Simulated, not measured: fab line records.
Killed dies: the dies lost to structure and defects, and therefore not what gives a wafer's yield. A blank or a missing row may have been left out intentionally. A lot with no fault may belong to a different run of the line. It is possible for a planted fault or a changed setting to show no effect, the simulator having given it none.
A sampling plan put to the test || flow gf180mcu || one fab line, 37 faults that these records tell of, each judged on the records of the lots that it struck
What counts as the plan is the set of the line's own looks, namely the steps on the route at which a gauge or an inspection reads a wafer and does not change it. Where struck wafers have a number at a look and the file lists that look's usual mean and standard deviation on fault-free wafers, the look can be judged. Caught: the struck wafers' mean, at a look after the fault's first step, is 4 or more of those standard deviations (sigma) away from the usual mean. On the tool: the fault's steps, tested the same way using the tool's own readings. If the struck wafers alone have a blank record, or they carry another recipe, that too counts as caught.

== THE FAULTS, as the simulator had put them in ==
1. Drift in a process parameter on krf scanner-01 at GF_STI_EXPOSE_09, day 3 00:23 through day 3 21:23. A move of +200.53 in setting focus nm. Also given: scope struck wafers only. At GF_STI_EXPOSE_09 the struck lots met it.
2. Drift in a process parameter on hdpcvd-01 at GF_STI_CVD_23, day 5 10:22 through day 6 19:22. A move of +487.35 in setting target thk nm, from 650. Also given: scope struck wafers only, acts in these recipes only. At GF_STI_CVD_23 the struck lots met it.
3. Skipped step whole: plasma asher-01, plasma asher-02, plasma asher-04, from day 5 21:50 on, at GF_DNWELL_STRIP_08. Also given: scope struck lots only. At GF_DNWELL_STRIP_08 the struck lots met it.
4. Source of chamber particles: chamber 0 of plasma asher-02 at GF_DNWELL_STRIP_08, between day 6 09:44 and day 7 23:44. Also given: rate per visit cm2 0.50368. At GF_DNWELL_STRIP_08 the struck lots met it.
5. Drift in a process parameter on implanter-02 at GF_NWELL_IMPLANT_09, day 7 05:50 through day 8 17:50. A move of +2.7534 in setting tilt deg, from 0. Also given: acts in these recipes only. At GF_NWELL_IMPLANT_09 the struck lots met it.
6. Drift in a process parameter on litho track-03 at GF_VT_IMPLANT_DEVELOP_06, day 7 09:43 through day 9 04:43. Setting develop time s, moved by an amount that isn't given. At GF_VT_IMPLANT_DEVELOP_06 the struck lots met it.
7. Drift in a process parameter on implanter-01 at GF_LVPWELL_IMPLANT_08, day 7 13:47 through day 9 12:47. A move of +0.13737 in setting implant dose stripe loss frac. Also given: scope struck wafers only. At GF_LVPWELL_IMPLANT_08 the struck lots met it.
8. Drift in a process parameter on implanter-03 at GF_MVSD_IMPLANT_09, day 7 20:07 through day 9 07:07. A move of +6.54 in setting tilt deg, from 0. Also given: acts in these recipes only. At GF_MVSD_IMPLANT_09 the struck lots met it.
9. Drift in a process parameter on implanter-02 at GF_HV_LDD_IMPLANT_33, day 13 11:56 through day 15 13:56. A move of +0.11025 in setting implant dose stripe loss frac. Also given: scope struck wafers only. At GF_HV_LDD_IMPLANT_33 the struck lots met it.
10. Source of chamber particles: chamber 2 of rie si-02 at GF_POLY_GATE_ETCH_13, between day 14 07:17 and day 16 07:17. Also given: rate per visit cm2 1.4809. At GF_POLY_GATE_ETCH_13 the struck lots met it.
11. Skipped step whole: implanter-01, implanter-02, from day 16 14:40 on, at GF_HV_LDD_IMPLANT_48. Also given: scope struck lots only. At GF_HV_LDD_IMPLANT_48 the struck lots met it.
12. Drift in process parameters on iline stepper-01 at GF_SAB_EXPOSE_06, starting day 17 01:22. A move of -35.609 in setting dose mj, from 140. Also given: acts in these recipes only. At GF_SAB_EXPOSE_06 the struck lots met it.
13. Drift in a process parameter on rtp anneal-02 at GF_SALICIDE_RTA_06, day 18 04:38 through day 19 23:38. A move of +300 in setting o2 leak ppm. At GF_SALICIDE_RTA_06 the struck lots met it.
14. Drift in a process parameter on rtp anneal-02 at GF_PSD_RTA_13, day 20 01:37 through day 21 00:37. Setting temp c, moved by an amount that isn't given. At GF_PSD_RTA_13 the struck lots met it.
15. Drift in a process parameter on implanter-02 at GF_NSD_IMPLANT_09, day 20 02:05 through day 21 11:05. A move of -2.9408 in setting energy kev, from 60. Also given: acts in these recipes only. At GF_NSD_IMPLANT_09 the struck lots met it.
16. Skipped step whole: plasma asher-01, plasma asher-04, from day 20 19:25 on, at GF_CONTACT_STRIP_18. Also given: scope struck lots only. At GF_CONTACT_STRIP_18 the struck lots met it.
17. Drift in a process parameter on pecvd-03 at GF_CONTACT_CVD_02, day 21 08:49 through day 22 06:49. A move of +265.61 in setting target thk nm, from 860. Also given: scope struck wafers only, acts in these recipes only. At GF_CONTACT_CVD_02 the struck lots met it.
18. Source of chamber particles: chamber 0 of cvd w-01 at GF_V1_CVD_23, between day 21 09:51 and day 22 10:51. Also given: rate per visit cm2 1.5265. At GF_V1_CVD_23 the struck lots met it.
19. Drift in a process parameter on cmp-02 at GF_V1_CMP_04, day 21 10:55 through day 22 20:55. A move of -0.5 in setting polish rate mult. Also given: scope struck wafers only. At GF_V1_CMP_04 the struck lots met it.
20. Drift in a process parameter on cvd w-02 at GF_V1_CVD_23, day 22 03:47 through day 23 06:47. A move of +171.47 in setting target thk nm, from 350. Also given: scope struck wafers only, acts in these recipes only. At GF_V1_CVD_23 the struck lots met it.
21. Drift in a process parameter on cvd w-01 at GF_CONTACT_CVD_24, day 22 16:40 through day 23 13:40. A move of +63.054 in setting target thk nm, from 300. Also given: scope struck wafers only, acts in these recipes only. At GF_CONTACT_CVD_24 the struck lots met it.
22. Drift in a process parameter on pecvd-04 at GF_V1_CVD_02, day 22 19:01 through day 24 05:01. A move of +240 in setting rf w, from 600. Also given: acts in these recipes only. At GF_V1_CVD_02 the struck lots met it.
23. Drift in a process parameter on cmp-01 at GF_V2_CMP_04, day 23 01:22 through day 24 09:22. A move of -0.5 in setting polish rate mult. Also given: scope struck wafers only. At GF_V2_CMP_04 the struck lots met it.
24. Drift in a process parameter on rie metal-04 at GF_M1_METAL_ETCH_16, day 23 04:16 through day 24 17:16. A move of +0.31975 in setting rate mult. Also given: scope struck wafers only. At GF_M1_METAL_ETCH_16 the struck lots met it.
25. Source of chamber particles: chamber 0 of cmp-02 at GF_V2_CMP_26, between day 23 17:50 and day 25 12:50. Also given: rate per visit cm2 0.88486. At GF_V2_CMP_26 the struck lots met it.
26. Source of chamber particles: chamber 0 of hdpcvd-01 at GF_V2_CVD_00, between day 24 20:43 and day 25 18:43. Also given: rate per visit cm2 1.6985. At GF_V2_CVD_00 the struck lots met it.
27. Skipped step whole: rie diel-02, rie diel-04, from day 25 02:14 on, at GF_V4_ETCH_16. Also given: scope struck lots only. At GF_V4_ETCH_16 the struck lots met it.
28. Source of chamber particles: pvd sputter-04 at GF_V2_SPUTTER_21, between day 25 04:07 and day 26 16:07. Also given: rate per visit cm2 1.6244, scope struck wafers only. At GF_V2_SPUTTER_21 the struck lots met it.
29. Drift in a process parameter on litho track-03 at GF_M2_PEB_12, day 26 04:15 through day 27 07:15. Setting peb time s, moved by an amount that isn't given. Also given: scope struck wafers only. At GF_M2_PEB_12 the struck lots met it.
30. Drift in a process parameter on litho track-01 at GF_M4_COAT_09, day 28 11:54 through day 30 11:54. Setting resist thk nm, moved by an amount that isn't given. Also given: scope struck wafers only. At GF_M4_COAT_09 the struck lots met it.
31. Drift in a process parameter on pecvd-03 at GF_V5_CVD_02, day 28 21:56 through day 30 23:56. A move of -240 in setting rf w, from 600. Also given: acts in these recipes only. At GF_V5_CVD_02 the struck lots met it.
32. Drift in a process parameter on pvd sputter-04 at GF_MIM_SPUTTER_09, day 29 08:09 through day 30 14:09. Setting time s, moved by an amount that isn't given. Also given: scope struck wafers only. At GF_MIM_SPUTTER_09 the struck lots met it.
33. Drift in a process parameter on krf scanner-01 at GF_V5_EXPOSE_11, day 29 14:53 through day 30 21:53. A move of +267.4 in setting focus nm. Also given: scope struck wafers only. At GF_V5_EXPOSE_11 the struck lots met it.
34. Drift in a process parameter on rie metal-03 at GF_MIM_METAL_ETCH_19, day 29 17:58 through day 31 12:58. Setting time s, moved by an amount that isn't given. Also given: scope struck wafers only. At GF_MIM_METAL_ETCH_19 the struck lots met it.
35. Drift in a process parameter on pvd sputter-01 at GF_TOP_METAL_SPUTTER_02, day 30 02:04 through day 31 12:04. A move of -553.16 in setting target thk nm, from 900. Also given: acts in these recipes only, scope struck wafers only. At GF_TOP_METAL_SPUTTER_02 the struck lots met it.
36. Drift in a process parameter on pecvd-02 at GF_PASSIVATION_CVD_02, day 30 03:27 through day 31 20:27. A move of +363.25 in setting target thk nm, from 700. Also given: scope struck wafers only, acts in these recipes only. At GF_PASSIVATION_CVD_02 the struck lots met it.
37. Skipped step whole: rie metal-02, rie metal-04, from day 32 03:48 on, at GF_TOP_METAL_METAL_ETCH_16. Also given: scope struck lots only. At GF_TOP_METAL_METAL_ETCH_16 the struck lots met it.

== WHAT THE PLAN SAW ==
{"fault": 1, "on the tool itself": "no reading that can be judged", "first look that catches it": "GF_STI_CD_MEAS_12", "reading, sigma": "cd nm -10", "median hours from its first step to that look": 6.1, "hours from the fault's start to the first struck lot there": 9, "judged looks passed uncaught": 0}
{"fault": 2, "on the tool itself": "no reading that can be judged", "first look that catches it": "GF_STI_THK_MEAS_24", "reading, sigma": "STI_CVD_23_THK +57", "median hours from its first step to that look": 0.1, "hours from the fault's start to the first struck lot there": 3, "judged looks passed uncaught": 0}
{"fault": 3, "on the tool itself": "the tool's record is blank for the struck wafers", "first look that catches it": "GF_NWELL_TW_MEAS_11", "reading, sigma": "NWELL_TW -99 or beyond", "median hours from its first step to that look": 15.0, "hours from the fault's start to the first struck lot there": 20, "judged looks passed uncaught": 0}
{"fault": 4, "on the tool itself": "under 2 sigma", "first look that catches it": "not the one look that can be judged after it", "reading, sigma": "-", "median hours from its first step to that look": "-", "hours from the fault's start to the first struck lot there": "-", "judged looks passed uncaught": 1}
{"fault": 5, "on the tool itself": "tilt deg +99 or beyond sigma", "first look that catches it": "GF_VT_IMPLANT_RS_MEAS_47", "reading, sigma": "NWELL_RS -5.5", "median hours from its first step to that look": 125.2, "hours from the fault's start to the first struck lot there": 124, "judged looks passed uncaught": 1}
{"fault": 6, "on the tool itself": "under 2 sigma", "first look that catches it": "none of the 2 looks that can be judged after it", "reading, sigma": "-", "median hours from its first step to that look": "-", "hours from the fault's start to the first struck lot there": "-", "judged looks passed uncaught": 2}
{"fault": 7, "on the tool itself": "no reading that can be judged", "first look that catches it": "GF_VT_IMPLANT_RS_MEAS_48", "reading, sigma": "LVPWELL_RS +20", "median hours from its first step to that look": 108.5, "hours from the fault's start to the first struck lot there": 111, "judged looks passed uncaught": 1}
{"fault": 8, "on the tool itself": "tilt deg +99 or beyond sigma", "first look that catches it": "not the one look that can be judged after it", "reading, sigma": "strongest: MVSD_TW at GF_MVSD_TW_MEAS_11, +2.9", "median hours from its first step to that look": "-", "hours from the fault's start to the first struck lot there": "-", "judged looks passed uncaught": 1}
{"fault": 9, "on the tool itself": "under 2 sigma", "first look that catches it": "none of the 7 looks that can be judged after it", "reading, sigma": "strongest: HV_LDD_RS at GF_HV_LDD_RS_MEAS_53, +2.2", "median hours from its first step to that look": "-", "hours from the fault's start to the first struck lot there": "-", "judged looks passed uncaught": 7}
{"fault": 10, "on the tool itself": "under 2 sigma", "first look that catches it": "not the one look that can be judged after it", "reading, sigma": "-", "median hours from its first step to that look": "-", "hours from the fault's start to the first struck lot there": "-", "judged looks passed uncaught": 1}
{"fault": 11, "on the tool itself": "the tool's record is blank for the struck wafers", "first look that catches it": "GF_HV_LDD_TW_MEAS_50", "reading, sigma": "HV_LDD_4_TW -99 or beyond", "median hours from its first step to that look": 0.2, "hours from the fault's start to the first struck lot there": 4, "judged looks passed uncaught": 0}
{"fault": 12, "on the tool itself": "exposure dose mJ cm2 -99 or beyond sigma", "first look that catches it": "GF_SAB_CD_MEAS_09", "reading, sigma": "cd nm +32", "median hours from its first step to that look": 11.8, "hours from the fault's start to the first struck lot there": 18, "judged looks passed uncaught": 0}
{"fault": 13, "on the tool itself": "chamber o2 ppm +99 or beyond sigma", "first look that catches it": "no look after it can be judged", "reading, sigma": "-", "median hours from its first step to that look": "-", "hours from the fault's start to the first struck lot there": "-", "judged looks passed uncaught": 0}
{"fault": 14, "on the tool itself": "wafer_temp_C_max -47 sigma", "first look that catches it": "GF_PSD_RS_MEAS_14", "reading, sigma": "NSD_RS +55", "median hours from its first step to that look": 0.1, "hours from the fault's start to the first struck lot there": 7, "judged looks passed uncaught": 0}
{"fault": 15, "on the tool itself": "beam energy keV -99 or beyond sigma", "first look that catches it": "GF_PSD_RS_MEAS_14", "reading, sigma": "NSD_RS +9.8", "median hours from its first step to that look": 25.3, "hours from the fault's start to the first struck lot there": 32, "judged looks passed uncaught": 0}
{"fault": 16, "on the tool itself": "the tool's record is blank for the struck wafers", "first look that catches it": "no look after it can be judged", "reading, sigma": "-", "median hours from its first step to that look": "-", "hours from the fault's start to the first struck lot there": "-", "judged looks passed uncaught": 0}
{"fault": 17, "on the tool itself": "under 2 sigma", "first look that catches it": "GF_CONTACT_THK_MEAS_03", "reading, sigma": "CONTACT_CVD_02_THK +20", "median hours from its first step to that look": 0.1, "hours from the fault's start to the first struck lot there": 13, "judged looks passed uncaught": 0}
{"fault": 18, "on the tool itself": "under 2 sigma", "first look that catches it": "none of the 2 looks that can be judged after it", "reading, sigma": "-", "median hours from its first step to that look": "-", "hours from the fault's start to the first struck lot there": "-", "judged looks passed uncaught": 2}
{"fault": 19, "on the tool itself": "only faintly: time to endpoint s +3.1 sigma", "first look that catches it": "not the one look that can be judged after it", "reading, sigma": "-", "median hours from its first step to that look": "-", "hours from the fault's start to the first struck lot there": "-", "judged looks passed uncaught": 1}
{"fault": 20, "on the tool itself": "under 2 sigma", "first look that catches it": "GF_V1_RS_MEAS_24", "reading, sigma": "V1_W_RS -29", "median hours from its first step to that look": 0.1, "hours from the fault's start to the first struck lot there": 14, "judged looks passed uncaught": 0}
{"fault": 21, "on the tool itself": "under 2 sigma", "first look that catches it": "GF_CONTACT_RS_MEAS_25", "reading, sigma": "CONTACT_W_RS -14", "median hours from its first step to that look": 0.1, "hours from the fault's start to the first struck lot there": 5, "judged looks passed uncaught": 0}
{"fault": 22, "on the tool itself": "rf fwd power W +99 or beyond sigma", "first look that catches it": "GF_V1_THK_MEAS_03", "reading, sigma": "V1_CVD_02_THK +5.8", "median hours from its first step to that look": 0.1, "hours from the fault's start to the first struck lot there": 3, "judged looks passed uncaught": 0}
{"fault": 23, "on the tool itself": "only faintly: time to endpoint s +2.8 sigma", "first look that catches it": "no look after it can be judged", "reading, sigma": "-", "median hours from its first step to that look": "-", "hours from the fault's start to the first struck lot there": "-", "judged looks passed uncaught": 0}
{"fault": 24, "on the tool itself": "only faintly: rf fwd power W -2.6 sigma", "first look that catches it": "not the one look that can be judged after it", "reading, sigma": "-", "median hours from its first step to that look": "-", "hours from the fault's start to the first struck lot there": "-", "judged looks passed uncaught": 1}
{"fault": 25, "on the tool itself": "under 2 sigma", "first look that catches it": "none of the 3 looks that can be judged after it", "reading, sigma": "-", "median hours from its first step to that look": "-", "hours from the fault's start to the first struck lot there": "-", "judged looks passed uncaught": 3}
{"fault": 26, "on the tool itself": "no reading that can be judged", "first look that catches it": "none of the 2 looks that can be judged after it", "reading, sigma": "-", "median hours from its first step to that look": "-", "hours from the fault's start to the first struck lot there": "-", "judged looks passed uncaught": 2}
{"fault": 27, "on the tool itself": "the tool's record is blank for the struck wafers", "first look that catches it": "no look after it can be judged", "reading, sigma": "-", "median hours from its first step to that look": "-", "hours from the fault's start to the first struck lot there": "-", "judged looks passed uncaught": 0}
{"fault": 28, "on the tool itself": "under 2 sigma", "first look that catches it": "not the one look that can be judged after it", "reading, sigma": "-", "median hours from its first step to that look": "-", "hours from the fault's start to the first struck lot there": "-", "judged looks passed uncaught": 1}
{"fault": 29, "on the tool itself": "under 2 sigma", "first look that catches it": "GF_M2_CD_MEAS_14", "reading, sigma": "cd nm -6.4", "median hours from its first step to that look": 0.4, "hours from the fault's start to the first struck lot there": 4, "judged looks passed uncaught": 0}
{"fault": 30, "on the tool itself": "under 2 sigma", "first look that catches it": "none of the 2 looks that can be judged after it", "reading, sigma": "-", "median hours from its first step to that look": "-", "hours from the fault's start to the first struck lot there": "-", "judged looks passed uncaught": 2}
{"fault": 31, "on the tool itself": "rf fwd power W -99 or beyond sigma", "first look that catches it": "GF_V5_THK_MEAS_03", "reading, sigma": "V5_CVD_02_THK -9.8", "median hours from its first step to that look": 0.2, "hours from the fault's start to the first struck lot there": 5, "judged looks passed uncaught": 0}
{"fault": 32, "on the tool itself": "under 2 sigma", "first look that catches it": "none of the 4 looks that can be judged after it", "reading, sigma": "-", "median hours from its first step to that look": "-", "hours from the fault's start to the first struck lot there": "-", "judged looks passed uncaught": 4}
{"fault": 33, "on the tool itself": "no reading that can be judged", "first look that catches it": "not the one look that can be judged after it", "reading, sigma": "strongest: cd nm at GF_V5_CD_MEAS_14, +3.4", "median hours from its first step to that look": "-", "hours from the fault's start to the first struck lot there": "-", "judged looks passed uncaught": 1}
{"fault": 34, "on the tool itself": "oes product au -6.0 sigma", "first look that catches it": "no look after it can be judged", "reading, sigma": "-", "median hours from its first step to that look": "-", "hours from the fault's start to the first struck lot there": "-", "judged looks passed uncaught": 0}
{"fault": 35, "on the tool itself": "under 2 sigma", "first look that catches it": "GF_TOP_METAL_RS_MEAS_05", "reading, sigma": "TOP_METAL_ALCU_RS +94", "median hours from its first step to that look": 0.1, "hours from the fault's start to the first struck lot there": 2, "judged looks passed uncaught": 0}
{"fault": 36, "on the tool itself": "under 2 sigma", "first look that catches it": "GF_PASSIVATION_THK_MEAS_03", "reading, sigma": "PASSIVATION_CVD_02_THK +33", "median hours from its first step to that look": 0.3, "hours from the fault's start to the first struck lot there": 6, "judged looks passed uncaught": 0}
{"fault": 37, "on the tool itself": "the tool's record is blank for the struck wafers", "first look that catches it": "no look after it can be judged", "reading, sigma": "-", "median hours from its first step to that look": "-", "hours from the fault's start to the first struck lot there": "-", "judged looks passed uncaught": 0}
A dash: this means the fault isn't caught or the number doesn't appear in these records.

Caught at a look: 17 of 37. Caught on the tool: 14 of 37. By one or the other: 23 of 37.
Faults 8, 13, 16, 27, 34, 37 were caught on the tool alone.
Caught at a look alone: faults 1, 2, 7, 17, 20, 21, 29, 35, 36.
Caught by neither: faults 4, 6, 9, 10, 18, 19, 23, 24, 25, 26, 28, 30, 32, 33.

== THINNER SAMPLING ==
Were the look that catches a fault to measure just every second or every third lot (counted by lot number), the first struck lot would, at worst, be measured this late:
{"fault": 1, "struck lots at that look, in order of time": "L796, L798", "every lot": "9 h", "every second lot": "may miss all 2", "every third lot": "may miss all 2"}
{"fault": 2, "struck lots at that look, in order of time": "L852, L853, L855", "every lot": "3 h", "every second lot": "13 h", "every third lot": "may miss all 3"}
{"fault": 3, "struck lots at that look, in order of time": "L728, L727, L730", "every lot": "20 h", "every second lot": "20 h", "every third lot": "may miss all 3"}
{"fault": 5, "struck lots at that look, in order of time": "L152, L154, L155", "every lot": "124 h", "every second lot": "146 h", "every third lot": "may miss all 3"}
{"fault": 7, "struck lots at that look, in order of time": "L513, L517", "every lot": "111 h", "every second lot": "may miss all 2", "every third lot": "may miss all 2"}
{"fault": 11, "struck lots at that look, in order of time": "L679, L680", "every lot": "4 h", "every second lot": "16 h", "every third lot": "may miss all 2"}
{"fault": 12, "struck lots at that look, in order of time": "L595, L601", "every lot": "18 h", "every second lot": "may miss all 2", "every third lot": "may miss all 2"}
{"fault": 14, "struck lots at that look, in order of time": "L646, L649", "every lot": "7 h", "every second lot": "19 h", "every third lot": "may miss all 2"}
{"fault": 15, "struck lots at that look, in order of time": "L299, L300", "every lot": "32 h", "every second lot": "35 h", "every third lot": "may miss all 2"}
{"fault": 17, "struck lots at that look, in order of time": "L901, L902", "every lot": "13 h", "every second lot": "21 h", "every third lot": "may miss all 2"}
{"fault": 20, "struck lots at that look, in order of time": "L592, L593", "every lot": "14 h", "every second lot": "23 h", "every third lot": "may miss all 2"}
{"fault": 21, "struck lots at that look, in order of time": "L391, L392", "every lot": "5 h", "every second lot": "13 h", "every third lot": "may miss all 2"}
{"fault": 22, "struck lots at that look, in order of time": "L601, L604", "every lot": "3 h", "every second lot": "17 h", "every third lot": "may miss all 2"}
{"fault": 29, "struck lots at that look, in order of time": "L326", "every lot": "4 h", "every second lot": "may miss it", "every third lot": "may miss it"}
{"fault": 31, "struck lots at that look, in order of time": "L509, L513", "every lot": "5 h", "every second lot": "may miss all 2", "every third lot": "may miss all 2"}
{"fault": 35, "struck lots at that look, in order of time": "L562, L563", "every lot": "2 h", "every second lot": "10 h", "every third lot": "may miss all 2"}
{"fault": 36, "struck lots at that look, in order of time": "L137, L140", "every lot": "6 h", "every second lot": "28 h", "every third lot": "may miss all 2"}
Hours are from the fault's start to the first struck lot that is measured. The limit of 4 sigma was tested on all struck wafers together, so one lot alone may lie under it. Other struck lots may not be in these records.

== THE LONGEST TIMED WAY FROM STEP TO LOOK ==
Fault 5: median gap of 125.2 hours between GF_NWELL_IMPLANT_09 and GF_VT_IMPLANT_RS_MEAS_47. The look between them that can be judged stayed within 4 sigma: GF_MVSD_OVL_MEAS_07.
